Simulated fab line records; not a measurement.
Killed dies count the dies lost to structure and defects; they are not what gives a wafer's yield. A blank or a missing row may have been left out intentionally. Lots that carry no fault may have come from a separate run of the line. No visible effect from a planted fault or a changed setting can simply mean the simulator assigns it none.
fab line records	flow sfq-line
record lots=14	wafers=42	last-day=91
route steps=325 shown I0@44
lots that met no fault: taken from a fault-free run of the same line
start-h: hours from the record's opening day to when the first of the lot's shown wafers began	wait-h: how many hours have passed since the lot's step before this one	" the same as in the row above	L1.1+2: a single row standing in for several wafers	- no value, or no start given	* or withheld: withheld	< > ~ a bound
route shown NAME@n: NAME is a module with steps in the file, n the number in the route of the first one	usual: mean/standard deviation taken from wafers without a fault	same: alike in all rows	chamber/n: place in a boat	sites: readings site by site	_std_site: standard deviation across them	_edge_site: the outer-site mean with the inner-site mean subtracted	radius-mm: how far each site lies from the wafer's centre	mask NAME#n: copy n	behind: the tool/chamber that last shaped the wafer	hold: reason for holding the lot/hours on hold/outcome of the hold	device: which transistor (n, p or np) failed to switch	end of line: at the end of the route, the tests of the same wafers	a step given without rows: its recipe and nothing more	killed: not the wafer's yield, but the dies lost to structure and defects at the first sort	map: a wafer's dies, marking killed ones x, the rest . and places with no die _
set.NAME: the setting as run; set.NAME@STEP: as run at that earlier step	model.NAME: the simulator's own value behind a step, which no gauge read
one table for each step of the route and one row for each wafer, over a sample of lots
services: when a tool's chamber went out of use (start-h, in hours from the record's first day, below 0 if earlier), for how many hours, and the reason
## steps
# step SFQ_TRILAYER_I0_CMP_CMP_028
# recipe material=SiO2	down-force-psi=3	platen-rpm=60	pad-velocity-m-s=0.94248
# usual motor-current-A=10.3/1.4	time-to-endpoint-s=215/7.9
lot.wafer	tool	chamber	start-h	wait-h	motor-current-A	time-to-endpoint-s
L421.2	cmp-01	2	129.83	11.9	10.8	210
L421.1	"	1	131.33	13.4	7.5	219
L421.6	"	2	"	"	10.5	213
L422.4	cmp-01	2	136.33	12.4	10.9	218
L422.1	"	3	"	"	10.4	210
L422.6	"	2	138.33	14.4	10.6	214
L423.3	cmp-02	2	139.45	9.5	11.6	227
L423.4	"	0	140.45	10.5	10.7	232
L423.5	"	2	141.45	11.5	11.7	228
L427.2	cmp-02	1	157.95	9.0	10.0	210
L427.3	"	3	158.95	10.0	8.6	216
L427.5	"	1	159.95	11.0	9.9	214
L431.4	cmp-01	3	184.65	3.3	10.0	216
L431.5	"	2	186.15	4.8	10.3	214
L431.6	"	3	"	"	10.5	211
L432.3	cmp-01	0	197.08	5.2	12.5	219
L432.1	"	1	"	"	7.4	214
L432.6	"	1	199.58	7.7	7.5	227
L434.3	cmp-02	2	203.30	0.7	12.2	233
L434.6	"	2	205.30	2.7	11.6	232
L434.5	"	3	"	"	9.3	231
L435.1	cmp-02	2	209.79	0.0	11.9	224
L435.2	"	3	"	"	8.9	221
L435.4	"	0	"	"	10.2	228
L436.1	cmp-02	0	219.29	4.0	10.0	209
L436.4	"	1	"	"	9.9	209
L436.3	"	2	"	"	12.4	215
L438.3	cmp-02	1	228.29	5.8	9.8	219
L438.1	"	3	229.29	6.8	9.1	213
L438.6	"	1	230.29	7.7	10.1	228
L441.2	cmp-02	3	244.29	4.6	8.7	206
L441.3	"	0	"	"	9.7	210
L441.5	"	3	246.29	6.5	9.1	209
L442.3	cmp-02	1	250.29	2.2	9.6	217
L442.2	"	2	"	"	11.3	211
L442.6	"	0	251.79	3.6	10.1	222
L443.2	cmp-01	0	255.60	2.7	12.7	194
L443.1	"	3	257.10	4.2	10.4	202
L443.6	"	1	258.10	5.1	7.7	218
L444.2	cmp-01	3	265.10	7.4	10.5	202
L444.4	"	0	"	"	12.7	208
L444.1	"	1	"	"	7.8	219
# step SFQ_TRILAYER_I0_METRO_MEASURE_029
# usual thk-nm=199.9/1
lot.wafer	tool	chamber	start-h	wait-h	thk-nm
L421.1	film-metro-01	-	132.95	0.1	201.4
L421.2	"	-	"	"	199.6
L421.6	"	-	"	"	200.0
L422.1	film-metro-02	-	138.95	0.1	199.7
L422.4	"	-	"	"	200.9
L422.6	"	-	"	"	201.6
L423.3	film-metro-02	-	142.97	0.5	200.8
L423.4	"	-	"	"	198.3
L423.5	"	-	"	"	201.9
L427.2	film-metro-03	-	160.77	0.3	199.6
L427.3	"	-	"	"	200.3
L427.5	"	-	"	"	199.1
L431.4	film-metro-02	-	187.87	0.6	185.8
L431.5	"	-	"	"	200.9
L431.6	"	-	"	"	200.1
L432.1	film-metro-02	-	203.73	3.6	200.3
L432.3	"	-	"	"	185.5
L432.6	"	-	"	"	201.1
L434.3	film-metro-03	-	206.82	0.5	199.8
L434.5	"	-	"	"	200.0
L434.6	"	-	"	"	199.7
L435.1	film-metro-01	-	212.91	0.1	199.0
L435.2	"	-	"	"	199.2
L435.4	"	-	"	"	198.1
L436.1	film-metro-01	-	221.91	0.1	199.8
L436.3	"	-	"	"	199.8
L436.4	"	-	"	"	198.6
L438.1	film-metro-02	-	230.91	0.1	200.1
L438.3	"	-	"	"	199.2
L438.6	"	-	"	"	199.5
L441.2	film-metro-03	-	247.11	0.3	200.2
L441.3	"	-	"	"	198.7
L441.5	"	-	"	"	199.6
L442.2	film-metro-03	-	253.11	0.3	202.2
L442.3	"	-	"	"	199.7
L442.6	"	-	"	"	199.2
L443.1	film-metro-02	-	258.72	0.1	199.2
L443.2	"	-	"	"	200.1
L443.6	"	-	"	"	202.0
L444.1	film-metro-03	-	267.72	0.1	199.9
L444.2	"	-	"	"	199.2
L444.4	"	-	"	"	198.4
# step SFQ_TRILAYER_I0_VIA_ETCH_VIA_ETCH_034
# recipe target=SiO2	stop-on=Nb	mask-material=PR	taper-deg=20	chemistry=CHF3	target-depth-nm=260	source-w=500	bias-w=80	pressure-mtorr=30	time-s=withheld
# usual drypump-motor-current-A=5.6/0.53	oes-product-au=0.854/0.0048	rf-fwd-power-W=498.0/1.8
lot.wafer	tool	chamber	start-h	wait-h	drypump-motor-current-A	oes-product-au	rf-fwd-power-W
L421.1	rie-diel-02	0	222.01	0.0	5.9	0.857	497.8
L421.2	"	1	"	"	5.4	0.852	496.6
L421.6	"	2	"	"	5.7	0.848	496.6
L422.1	rie-diel-01	2	227.99	0.0	5.8	0.856	499.6
L422.4	"	0	"	"	6.4	0.855	496.4
L422.6	"	1	"	"	4.9	0.860	496.1
L423.3	rie-diel-01	0	233.99	0.0	6.4	0.853	496.9
L423.4	"	3	"	"	5.9	0.851	497.8
L423.5	"	3	"	"	5.9	0.857	495.8
L427.2	rie-diel-01	3	252.05	0.0	5.8	0.861	498.2
L427.3	"	0	"	"	6.4	0.856	496.0
L427.5	"	1	"	"	4.9	0.856	496.8
L431.4	rie-diel-02	0	282.01	0.0	5.8	0.823	497.2
L431.5	"	1	"	"	5.4	0.854	497.4
L431.6	"	0	"	"	5.8	0.852	495.5
L432.1	rie-diel-03	0	309.99	0.0	4.8	0.856	500.8
L432.3	"	2	"	"	5.7	0.825	498.9
L432.6	"	0	"	"	4.8	0.856	499.3
L434.3	rie-diel-01	0	313.59	0.0	6.4	0.858	495.4
L434.5	"	3	"	"	5.9	0.861	496.1
L434.6	"	0	"	"	6.4	0.847	496.4
L435.1	rie-diel-03	2	319.59	0.0	5.7	0.848	501.1
L435.2	"	0	"	"	4.8	0.849	495.4
L435.4	"	1	"	"	5.6	0.846	495.8
L436.1	rie-diel-03	1	337.54	0.0	5.6	0.858	497.9
L436.3	"	3	"	"	4.9	0.854	500.3
L436.4	"	2	"	"	5.7	0.844	497.8
L438.1	rie-diel-03	2	350.68	0.0	5.6	0.855	499.7
L438.3	"	1	"	"	5.6	0.848	496.6
L438.6	"	0	"	"	4.8	0.851	495.2
L441.2	rie-diel-01	1	371.08	0.0	4.9	0.851	496.5
L441.3	"	2	"	"	5.8	0.856	496.7
L441.5	"	1	"	"	4.9	0.844	497.6
L442.2	rie-diel-01	3	379.48	0.0	5.8	0.863	501.0
L442.3	"	1	"	"	4.9	0.852	496.2
L442.6	"	3	"	"	5.8	0.849	499.9
L443.1	rie-diel-02	0	386.78	0.0	5.9	0.852	500.1
L443.2	"	3	"	"	6.4	0.857	498.4
L443.6	"	0	"	"	5.9	0.860	499.5
L444.1	rie-diel-02	3	393.98	0.0	6.4	0.858	498.0
L444.2	"	0	"	"	5.9	0.861	500.7
L444.4	"	1	"	"	5.4	0.850	500.4
## services
tool	chamber	start-h	hours	kind
film-metro-02	-	129.24	5.2	pm
film-metro-02	-	134.44	0.8	pm
rie-diel-01	3	142.82	12.8	repair
cmp-02	-	171.00	0.6	repair
film-metro-02	-	171.37	0.7	pm
rie-diel-01	0	200.17	11.5	repair
cmp-01	-	203.08	3.6	pm
cmp-02	-	233.79	4.0	pm
film-metro-02	-	250.92	1.2	pm
cmp-02	-	258.79	6.4	pm
cmp-01	-	267.60	7.6	pm
cmp-02	-	274.08	1.0	repair
cmp-02	-	274.16	0.5	repair
cmp-01	-	278.40	0.3	repair
film-metro-02	-	303.41	1.3	pm
cmp-01	-	323.24	0.9	repair
cmp-01	-	328.69	2.9	repair
film-metro-02	-	336.41	0.3	pm
rie-diel-01	3	336.78	4.2	repair
cmp-02	-	367.25	0.7	repair
cmp-02	-	371.11	0.8	repair
film-metro-02	-	377.18	0.8	pm
rie-diel-01	3	383.55	12.7	repair
film-metro-02	-	389.13	3.6	pm
## key
first-sign step=SFQ_TRILAYER_I0_METRO_MEASURE_029	reading=thk-nm	direction=down	sigmas=14	usual=199.9	struck=185.7
effect step=SFQ_TRILAYER_I0_VIA_ETCH_VIA_ETCH_034	reading=oes-product-au	direction=down	sigmas=6.3	usual=0.854	struck=0.824
met-at SFQ_TRILAYER_I0_CMP_CMP_028
struck-lots L431,L432
struck-wafers L431.4,L432.3
onset-between 136.33 184.65
fault kind=process-parameter-drift	tool=cmp-01	chamber=-	onset-h=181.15	steps=SFQ_TRILAYER_I0_CMP_CMP_028	channel=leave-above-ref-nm	offset=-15	shape=step	end-h=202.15	scope=struck-wafers-only	acts-in=these-recipes-only	stated=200
